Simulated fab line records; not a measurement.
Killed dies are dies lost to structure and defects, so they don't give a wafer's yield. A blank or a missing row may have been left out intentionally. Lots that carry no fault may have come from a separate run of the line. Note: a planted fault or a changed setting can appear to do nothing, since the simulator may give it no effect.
fab line records | flow sky130
[record] lots = 7 | wafers = 21 | last-day = 50
route steps=708 shown LDD_N@245 LDD_P@255 PAD_OPEN@708
lots with no fault: from the same line, run without faults
start-h: start of the lot's first displayed wafer, in hours after the record's first day | wait-h: hours since the lot's step before | " identical to the entry in the row above | L1.1+2: several wafers, shown together as one row | - no value, or no start given | * or withheld: withheld | < > ~ a bound
route shown NAME@n: names a module that has steps shown in the file, with the first one's number in the route | usual: the fault-free wafers' mean and standard deviation | same: alike in all rows | chamber/n: place in a boat | sites: readings site by site | _std_site: the standard deviation of these | _edge_site: the outer-site mean with the inner-site mean subtracted | radius-mm: for every site, how far away it sits from the centre of the wafer | mask NAME#n: copy n | behind: the most recent tool/chamber to have shaped the wafer | hold: cause of the lot's hold/its duration in hours/its outcome | device: the n, p or np transistor that did not switch | end of line: the route-end tests of the same wafers | for a step that has no rows: nothing shown but its recipe | killed: not the wafer's yield, but the dies lost to structure and defects at the first sort | map: a wafer's dies, marking killed ones x, the rest . and places with no die _
set.NAME: the setting that was run; set.NAME@STEP: the one run at that earlier step | model.NAME: the simulator's own value behind a step, which no gauge read
lots seen at some steps along the route; tables by step, rows by wafer
services: when a tool's chamber went out of use (start-h, in hours from the record's first day, below 0 if earlier), for how many hours, and the reason
[[steps]]
[step SKY_LDD_N_IMPLANT_08]
[recipe] species = As | energy-kev = 20 | dose-cm2 = 7.5e+13 | tilt-deg = withheld | rotation-deg = 23
[step SKY_LDD_N_IMPLANT_09]
[recipe] species = As | energy-kev = 20 | dose-cm2 = 7.5e+13 | tilt-deg = withheld | rotation-deg = 113
[step SKY_LDD_N_IMPLANT_10]
[recipe] species = As | energy-kev = 20 | dose-cm2 = 7.5e+13 | tilt-deg = withheld | rotation-deg = 203
[step SKY_LDD_N_IMPLANT_11]
[recipe] species = As | energy-kev = 20 | dose-cm2 = 7.5e+13 | tilt-deg = withheld | rotation-deg = 293
[step SKY_LDD_N_IMPLANT_12]
[recipe] species = BF2 | energy-kev = 50 | dose-cm2 = 5e+12 | tilt-deg = 30 | rotation-deg = 0
[step SKY_LDD_N_IMPLANT_13]
[recipe] species = BF2 | energy-kev = 50 | dose-cm2 = 5e+12 | tilt-deg = 30 | rotation-deg = 90
[step SKY_LDD_N_IMPLANT_14]
[recipe] species = BF2 | energy-kev = 50 | dose-cm2 = 5e+12 | tilt-deg = 30 | rotation-deg = 180
[step SKY_LDD_N_IMPLANT_15]
[recipe] species = BF2 | energy-kev = 50 | dose-cm2 = 5e+12 | tilt-deg = 30 | rotation-deg = 270
[step SKY_LDD_N_STRIP_16]
[recipe] chemistry = O2/N2 | power-w = 1400 | pressure-mtorr = 1500 | platen-temp-c = withheld | o2-flow-sccm = 3000 | n2-flow-sccm = 300 | overash-fraction = 0.5
[usual] drypump-motor-current-A = 5.8/0.43 | oes-product-au = 0.407/0.0046 | strip-time-to-endpoint-s = 4.314/0.014
lot.wafer | tool            | chamber | start-h | wait-h | drypump-motor-current-A | oes-product-au | rf-hours-counter-h | strip-time-to-endpoint-s
L477.1    | plasma-asher-03 | 0       | 399.29  | 0.1    | 5.4                     | 0.403          | 70                 | 4.330
L477.3    | "               | 0       | "       | "      | 5.4                     | 0.409          | -                  | 4.327
L477.5    | "               | 0       | "       | "      | 5.4                     | 0.413          | -                  | 4.314
L482.4    | plasma-asher-01 | 0       | 450.45  | 0.1    | 6.2                     | 0.400          | -                  | 4.323
L482.5    | "               | 0       | "       | "      | 6.2                     | 0.399          | -                  | 4.324
L482.6    | "               | 1       | "       | "      | 5.2                     | 0.400          | -                  | 4.313
L488.2    | plasma-asher-03 | 1       | 523.02  | 0.1    | 6.1                     | 0.410          | 86                 | 4.293
L488.3    | "               | 1       | "       | "      | 6.1                     | 0.406          | -                  | 4.317
L488.6    | "               | 0       | "       | "      | 5.4                     | 0.401          | -                  | 4.318
L490.2    | plasma-asher-03 | 0       | 528.34  | 0.1    | 5.4                     | 0.407          | 87                 | 4.312
L490.5    | "               | 1       | "       | "      | 6.2                     | 0.407          | -                  | 4.319
L490.6    | "               | 0       | "       | "      | 5.4                     | 0.408          | -                  | 4.317
L489.1    | plasma-asher-01 | 1       | 528.77  | 0.1    | 5.1                     | 0.404          | 43                 | 4.315
L489.3    | "               | 0       | "       | "      | 6.1                     | 0.400          | -                  | 4.299
L489.4    | "               | 1       | "       | "      | 5.1                     | 0.410          | -                  | 4.309
L491.1    | plasma-asher-01 | 1       | 533.59  | 0.1    | 5.1                     | 0.404          | 44                 | 4.331
L491.2    | "               | 0       | "       | "      | 6.1                     | 0.407          | 44                 | 4.342
L491.6    | "               | 0       | "       | "      | 6.1                     | 0.410          | -                  | 4.313
L500.2    | plasma-asher-03 | 1       | 620.69  | 0.1    | 6.2                     | 0.411          | 97                 | 4.311
L500.5    | "               | 1       | "       | "      | 6.1                     | 0.399          | -                  | 4.297
L500.6    | "               | 0       | "       | "      | 5.4                     | 0.401          | -                  | 4.294
[step SKY_LDD_N_TW_MEAS_17]
[usual] LDD_N_TW = 2603/18
lot.wafer | tool          | chamber | start-h | wait-h | LDD_N_TW
L477.1    | film-metro-02 | -       | 399.39  | 0.1    | 2608
L477.3    | "             | -       | "       | "      | 2596
L477.5    | "             | -       | "       | "      | 2592
L482.4    | film-metro-03 | -       | 450.55  | 0.1    | 2636
L482.5    | "             | -       | "       | "      | 2638
L482.6    | "             | -       | "       | "      | 2641
L488.2    | film-metro-04 | -       | 523.13  | 0.1    | 2595
L488.3    | "             | -       | "       | "      | 2612
L488.6    | "             | -       | "       | "      | 2592
L490.2    | film-metro-02 | -       | 528.45  | 0.1    | 2587
L490.5    | "             | -       | "       | "      | 2587
L490.6    | "             | -       | "       | "      | 2580
L489.1    | film-metro-04 | -       | 528.87  | 0.1    | 2598
L489.3    | "             | -       | "       | "      | 2589
L489.4    | "             | -       | "       | "      | 2587
L491.1    | film-metro-02 | -       | 533.69  | 0.1    | 2566
L491.2    | "             | -       | "       | "      | 2571
L491.6    | "             | -       | "       | "      | 2594
L500.2    | film-metro-02 | -       | 620.80  | 0.1    | 2591
L500.5    | "             | -       | "       | "      | 2595
L500.6    | "             | -       | "       | "      | 2582
[step SKY_LDD_P_DEHYDRATE_00]
[recipe] temp-c = 200 | time-s = 60
[step SKY_LDD_P_HMDS_01]
[recipe] prime-time-s = 60 | prime-temp-c = 120
[step SKY_LDD_P_COAT_02]
[recipe] resist = NOVOLAK | spin-rpm = 3000 | resist-thk-nm = 1140
[usual] spin-speed-rpm = 2999.7/2
lot.wafer | tool           | chamber | start-h | wait-h | spin-speed-rpm | model.NOVOLAK_of_LDD_P_COAT_02.thk-nm
L477.1    | litho-track-03 | 0       | 413.52  | 0.1    | 2999.7         | 1138
L477.3    | "              | 0       | "       | "      | 3000.9         | 1137
L477.5    | "              | 0       | "       | "      | 2998.2         | 1137
L482.4    | litho-track-02 | 0       | 464.31  | 0.1    | 3000.2         | 1147
L482.5    | "              | 0       | "       | "      | 2996.1         | 1147
L482.6    | "              | 0       | "       | "      | 2998.5         | 1145
L488.2    | litho-track-03 | 0       | 537.74  | 0.1    | 2912.5         | 1155
L488.3    | "              | 0       | "       | "      | 2911.4         | 1153
L488.6    | "              | 0       | "       | "      | 2910.7         | 1157
L490.2    | litho-track-03 | 0       | 542.79  | 0.1    | 2913.5         | 1150
L490.5    | "              | 0       | "       | "      | 2912.1         | 1154
L490.6    | "              | 0       | "       | "      | 2915.1         | 1149
L489.1    | litho-track-01 | 0       | 543.21  | 0.1    | 2999.2         | 1142
L489.3    | "              | 0       | "       | "      | 2998.7         | 1140
L489.4    | "              | 0       | "       | "      | 2998.1         | 1142
L491.1    | litho-track-03 | 0       | 548.87  | 0.1    | 2913.5         | 1158
L491.2    | "              | 0       | "       | "      | 2910.1         | 1152
L491.6    | "              | 0       | "       | "      | 2913.9         | 1153
L500.2    | litho-track-02 | 0       | 635.71  | 0.1    | 2996.6         | 1140
L500.5    | "              | 0       | "       | "      | 2999.0         | 1140
L500.6    | "              | 0       | "       | "      | 3001.8         | 1141
[step SKY_LDD_P_SOFTBAKE_03]
[recipe] temp-c = 90 | time-s = 60 | resist = NOVOLAK
[step SKY_LDD_P_EXPOSE_04]
[recipe] mask-id = PSDM | na = 0.6 | source-shape = conventional | sigma-outer = 0.6 | polarization = unpolarized | target-cd-nm = 380 | dose-mj = 138
[step SKY_LDD_P_PEB_05]
[recipe] temp-c = withheld | time-s = * | resist = NOVOLAK
[step SKY_LDD_P_DEVELOP_06]
[recipe] resist = NOVOLAK | developer = TMAH | develop-time-s = 60 | dev-temp-c = 23
[same] develop-time-s = 60
lot.wafer  | tool           | chamber | start-h | wait-h | model.NOVOLAK_of_LDD_P_COAT_02.thk-nm
L477.1     | litho-track-01 | 0       | 428.16  | 0.1    | 1138
L477.3+5   | "              | 0       | "       | "      | 1137
L482.4     | litho-track-03 | 0       | 480.59  | 0.1    | 1146
L482.5     | "              | 0       | "       | "      | 1147
L482.6     | "              | 0       | "       | "      | 1145
L488.2     | litho-track-01 | 0       | 553.33  | 0.1    | 1155
L488.3     | "              | 0       | "       | "      | 1153
L488.6     | "              | 0       | "       | "      | 1156
L490.2     | litho-track-03 | 0       | 557.24  | 0.1    | 1150
L490.5     | "              | 0       | "       | "      | 1153
L490.6     | "              | 0       | "       | "      | 1148
L489.1     | litho-track-03 | 0       | 558.12  | 0.1    | 1141
L489.3     | "              | 0       | "       | "      | 1140
L489.4     | "              | 0       | "       | "      | 1142
L491.1     | litho-track-03 | 0       | 563.62  | 0.1    | 1158
L491.2     | "              | 0       | "       | "      | 1152
L491.6     | "              | 0       | "       | "      | 1153
L500.2+5+6 | litho-track-01 | 0       | 649.43  | 0.1    | 1140
[step SKY_LDD_P_CD_MEAS_07]
[recipe] target-cd-nm = 380
[usual] cd-nm = 379/3.3
lot.wafer | tool      | chamber | start-h | wait-h | cd-nm
L477.1    | cd-sem-01 | -       | 428.31  | 0.1    | 379
L477.3    | "         | -       | "       | "      | 378
L477.5    | "         | -       | "       | "      | 381
L482.4    | cd-sem-01 | -       | 480.73  | 0.1    | 381
L482.5    | "         | -       | "       | "      | 381
L482.6    | "         | -       | "       | "      | 380
L488.2    | cd-sem-02 | -       | 553.48  | 0.1    | 378
L488.3    | "         | -       | "       | "      | 374
L488.6    | "         | -       | "       | "      | 377
L490.2    | cd-sem-02 | -       | 557.39  | 0.1    | 371
L490.5    | "         | -       | "       | "      | 373
L490.6    | "         | -       | "       | "      | 375
L489.1    | cd-sem-02 | -       | 558.27  | 0.1    | 382
L489.3    | "         | -       | "       | "      | 383
L489.4    | "         | -       | "       | "      | 379
L491.1    | cd-sem-02 | -       | 563.77  | 0.1    | 378
L491.2    | "         | -       | "       | "      | 380
L491.6    | "         | -       | "       | "      | 380
L500.2    | cd-sem-01 | -       | 649.58  | 0.1    | 384
L500.5    | "         | -       | "       | "      | 381
L500.6    | "         | -       | "       | "      | 387
[step SKY_LDD_P_OVL_MEAS_08]
[usual] LDD_P_OVL = 0.6/1.4
lot.wafer | tool       | chamber | start-h | wait-h | LDD_P_OVL[nm]
L477.1    | overlay-01 | -       | 428.43  | 0.1    | 1.4
L477.3    | "          | -       | "       | "      | 0.1
L477.5    | "          | -       | "       | "      | 2.2
L482.4    | overlay-02 | -       | 480.81  | 0.1    | -1.1
L482.5    | "          | -       | "       | "      | 1.9
L482.6    | "          | -       | "       | "      | -1.2
L488.2    | overlay-01 | -       | 553.58  | 0.1    | 3.3
L488.3    | "          | -       | "       | "      | 4.0
L488.6    | "          | -       | "       | "      | 2.2
L490.2    | overlay-02 | -       | 557.49  | 0.1    | 1.8
L490.5    | "          | -       | "       | "      | 3.1
L490.6    | "          | -       | "       | "      | 4.3
L489.1    | overlay-02 | -       | 558.39  | 0.1    | 0.1
L489.3    | "          | -       | "       | "      | 0.2
L489.4    | "          | -       | "       | "      | 0.2
L491.1    | overlay-02 | -       | 563.89  | 0.1    | 0.9
L491.2    | "          | -       | "       | "      | 0.9
L491.6    | "          | -       | "       | "      | 1.2
L500.2    | overlay-01 | -       | 649.68  | 0.1    | 0.0
L500.5    | "          | -       | "       | "      | 0.6
L500.6    | "          | -       | "       | "      | -0.2
[step SKY_LDD_P_IMPLANT_09]
[recipe] species = BF2 | energy-kev = 25 | dose-cm2 = 1e+13 | tilt-deg = withheld
[step SKY_LDD_P_STRIP_10]
[recipe] chemistry = O2/N2 | power-w = 1400 | pressure-mtorr = 1500 | platen-temp-c = withheld | o2-flow-sccm = 3000 | n2-flow-sccm = 300 | overash-fraction = 0.5
[usual] drypump-motor-current-A = 5.8/0.44 | oes-product-au = 0.715/0.0043 | strip-time-to-endpoint-s = 14.17/0.044
lot.wafer | tool            | chamber | start-h | wait-h | drypump-motor-current-A | oes-product-au | rf-hours-counter-h | strip-time-to-endpoint-s
L477.1    | plasma-asher-01 | 0       | 428.61  | 0.1    | 6.2                     | 0.712          | 30                 | 14.15
L477.3    | "               | 1       | "       | "      | 5.1                     | 0.706          | -                  | 14.15
L477.5    | "               | 1       | "       | "      | 5.1                     | 0.711          | -                  | 14.13
L482.4    | plasma-asher-03 | 0       | 481.01  | 0.1    | 5.4                     | 0.713          | -                  | 14.26
L482.5    | "               | 1       | "       | "      | 6.1                     | 0.713          | -                  | 14.26
L482.6    | "               | 0       | "       | "      | 5.4                     | 0.716          | -                  | 14.24
L488.2    | plasma-asher-03 | 0       | 553.76  | 0.1    | 5.4                     | 0.712          | 89                 | 14.33
L488.3    | "               | 0       | "       | "      | 5.4                     | 0.712          | -                  | 14.30
L488.6    | "               | 0       | "       | "      | 5.4                     | 0.705          | -                  | 14.36
L490.2    | plasma-asher-01 | 1       | 557.67  | 0.1    | 5.1                     | 0.717          | 46                 | 14.29
L490.5    | "               | 0       | "       | "      | 6.2                     | 0.709          | -                  | 14.31
L490.6    | "               | 1       | "       | "      | 5.1                     | 0.717          | -                  | 14.27
L489.1    | plasma-asher-01 | 1       | 558.57  | 0.1    | 5.1                     | 0.714          | 46                 | 14.21
L489.3    | "               | 1       | "       | "      | 5.1                     | 0.710          | -                  | 14.18
L489.4    | "               | 0       | "       | "      | 6.1                     | 0.721          | -                  | 14.19
L491.1    | plasma-asher-01 | 0       | 564.07  | 0.1    | 6.2                     | 0.716          | 47                 | 14.36
L491.2    | "               | 1       | "       | "      | 5.1                     | 0.718          | 47                 | 14.29
L491.6    | "               | 1       | "       | "      | 5.1                     | 0.718          | -                  | 14.31
L500.2    | plasma-asher-03 | 1       | 649.86  | 0.1    | 6.1                     | 0.718          | 100                | 14.17
L500.5    | "               | 1       | "       | "      | 6.1                     | 0.715          | -                  | 14.16
L500.6    | "               | 0       | "       | "      | 5.5                     | 0.709          | -                  | 14.18
[step SKY_LDD_P_TW_MEAS_11]
[usual] LDD_P_TW = 637/7.3
lot.wafer | tool          | chamber | start-h | wait-h | LDD_P_TW
L477.1    | film-metro-01 | -       | 428.71  | 0.1    | 626
L477.3    | "             | -       | "       | "      | 627
L477.5    | "             | -       | "       | "      | 628
L482.4    | film-metro-02 | -       | 481.10  | 0.1    | 638
L482.5    | "             | -       | "       | "      | 639
L482.6    | "             | -       | "       | "      | 636
L488.2    | film-metro-02 | -       | 553.87  | 0.1    | 638
L488.3    | "             | -       | "       | "      | 639
L488.6    | "             | -       | "       | "      | 641
L490.2    | film-metro-02 | -       | 557.78  | 0.1    | 637
L490.5    | "             | -       | "       | "      | 642
L490.6    | "             | -       | "       | "      | 642
L489.1    | film-metro-02 | -       | 558.67  | 0.1    | 640
L489.3    | "             | -       | "       | "      | 643
L489.4    | "             | -       | "       | "      | 644
L491.1    | film-metro-02 | -       | 564.17  | 0.1    | 639
L491.2    | "             | -       | "       | "      | 643
L491.6    | "             | -       | "       | "      | 641
L500.2    | film-metro-01 | -       | 649.97  | 0.1    | 628
L500.5    | "             | -       | "       | "      | 628
L500.6    | "             | -       | "       | "      | 635
[step SKY_PAD_OPEN_PROBE_99]
[usual] killed_at_M0_to_M3 = 43/6.5 | killed_at_M4_up = 3/1.7 | killed-at-contacts = 25/5.1 | killed-at-front-end = 15/3.8 | killed-at-other = 0.2/0.45 | killed-dies = 86/8.8 | killed-open = 47/6.7 | killed-short = 39/6
[same] gross-dies = 492 | killed-at-back-side = 0
lot.wafer | tool      | chamber | start-h | wait-h | killed_at_M0_to_M3 | killed_at_M4_up | killed-at-contacts | killed-at-front-end | killed-at-other | killed-dies | killed-open | killed-short
L490.2    | prober-02 | -       | 1159.72 | 0.1    | 42                 | 3               | 24                 | 21                  | 0               | 90          | 51          | 39
L490.5    | prober-02 | -       | 1159.87 | 0.2    | 41                 | 1               | 31                 | 17                  | 0               | 90          | 58          | 32
L490.6    | prober-02 | -       | 1159.92 | 0.2    | 41                 | 8               | 20                 | 18                  | 0               | 87          | 48          | 39
L500.2    | prober-01 | -       | 1208.27 | 0.1    | 30                 | 4               | 26                 | 15                  | 0               | 75          | 40          | 35
L500.5    | prober-01 | -       | 1208.42 | 0.2    | 37                 | 1               | 20                 | 15                  | 1               | 74          | 44          | 30
L500.6    | prober-01 | -       | 1208.47 | 0.2    | 43                 | 0               | 27                 | 12                  | 0               | 82          | 50          | 32
// killed by level:class
L490.2 VIA1:geometric-particle:open=14 FIELD_ISO:geometric-particle:short=7 LI_CONTACT:geometric-particle:open=7 CONTACT:geometric-particle:open=7 LOCAL_INTERCONNECT:geometric-particle:short=6 VIA2:geometric-particle:open=6 VIA3:geometric-particle:open=5 SPACER:geometric-particle:open=4
L490.5 CONTACT:geometric-particle:open=16 LI_CONTACT:geometric-particle:open=7 VIA3:geometric-particle:open=7 VIA2:geometric-particle:open=7 FIELD_ISO:geometric-particle:open=6 METAL2:geometric-particle:short=6 FIELD_ISO:geometric-particle:short=5 VIA1:geometric-particle:open=5
L490.6 FIELD_ISO:geometric-particle:open=8 LI_CONTACT:geometric-particle:open=8 METAL2:geometric-particle:short=8 VIA2:geometric-particle:open=8 FIELD_ISO:geometric-particle:short=5 CONTACT:geometric-particle:open=5 VIA3:geometric-particle:open=5 VIA1:geometric-particle:open=4
L500.2 CONTACT:geometric-particle:open=11 VIA3:geometric-particle:open=6 VIA1:geometric-particle:short=5 FIELD_ISO:geometric-particle:open=4 LOCAL_INTERCONNECT:geometric-particle:short=4 CONTACT:geometric-particle:short=4 VIA1:geometric-particle:open=4 VIA2:geometric-particle:open=4
L500.5 VIA1:geometric-particle:open=11 CONTACT:geometric-particle:open=9 POLY_GATE:geometric-particle:open=8 VIA3:geometric-particle:open=6 CONTACT:geometric-particle:short=5 METAL3:geometric-particle:short=5 METAL2:geometric-particle:short=4 FIELD_ISO:geometric-particle:short=3
L500.6 VIA1:geometric-particle:open=10 VIA3:geometric-particle:open=8 LI_CONTACT:geometric-particle:open=7 CONTACT:geometric-particle:open=6 VIA2:geometric-particle:open=6 FIELD_ISO:geometric-particle:short=5 FIELD_ISO:geometric-particle:open=5 LI_CONTACT:geometric-particle:short=5
[[services]]
tool            | chamber | start-h | hours | kind
plasma-asher-03 | -       | 381.68  | 2.9   | repair
plasma-asher-03 | -       | 474.02  | 2.8   | pm
plasma-asher-01 | -       | 502.62  | 7.2   | repair
plasma-asher-01 | -       | 558.86  | 0.9   | repair
[[key]]
[first-sign] step = SKY_LDD_P_COAT_02 | reading = spin-speed-rpm | direction = down | sigmas = 44 | usual = 2999.7 | struck = 2912.5
[effect] step = SKY_LDD_P_STRIP_10 | reading = strip-time-to-endpoint-s | direction = up | sigmas = 3.2 | usual = * | struck = *
[model-effect] step = SKY_LDD_P_COAT_02 | value = NOVOLAK_of_LDD_P_COAT_02.thk-nm | without = 1137 | struck = 1153
[model-effect] step = SKY_LDD_P_DEVELOP_06 | value = NOVOLAK_of_LDD_P_COAT_02.thk-nm | without = 1136 | struck = 1153
met-at SKY_LDD_P_COAT_02
struck-wafers L488.2,L488.3,L488.6,L490.2,L490.5,L490.6,L491.1,L491.2,L491.6
tester-left-out L488,L490,L491
onset-between 413.52 537.74
[fault] kind = process-parameter-drift | tool = litho-track-03 | chamber = - | onset-h = 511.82 | steps = SKY_LDD_P_COAT_02 | channel = spin-rpm | offset = -86.648 | shape = step | end-h = 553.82 | acts-in = these-recipes-only | stated = 3000
// tester-left-out: of these lots the tester's yield and bins aren't shown, on N5 and GAA mostly nor the transistor test; their killed dies are dies lost to structure and defects alone, not to doping, threshold or leakage, so they don't give the yield
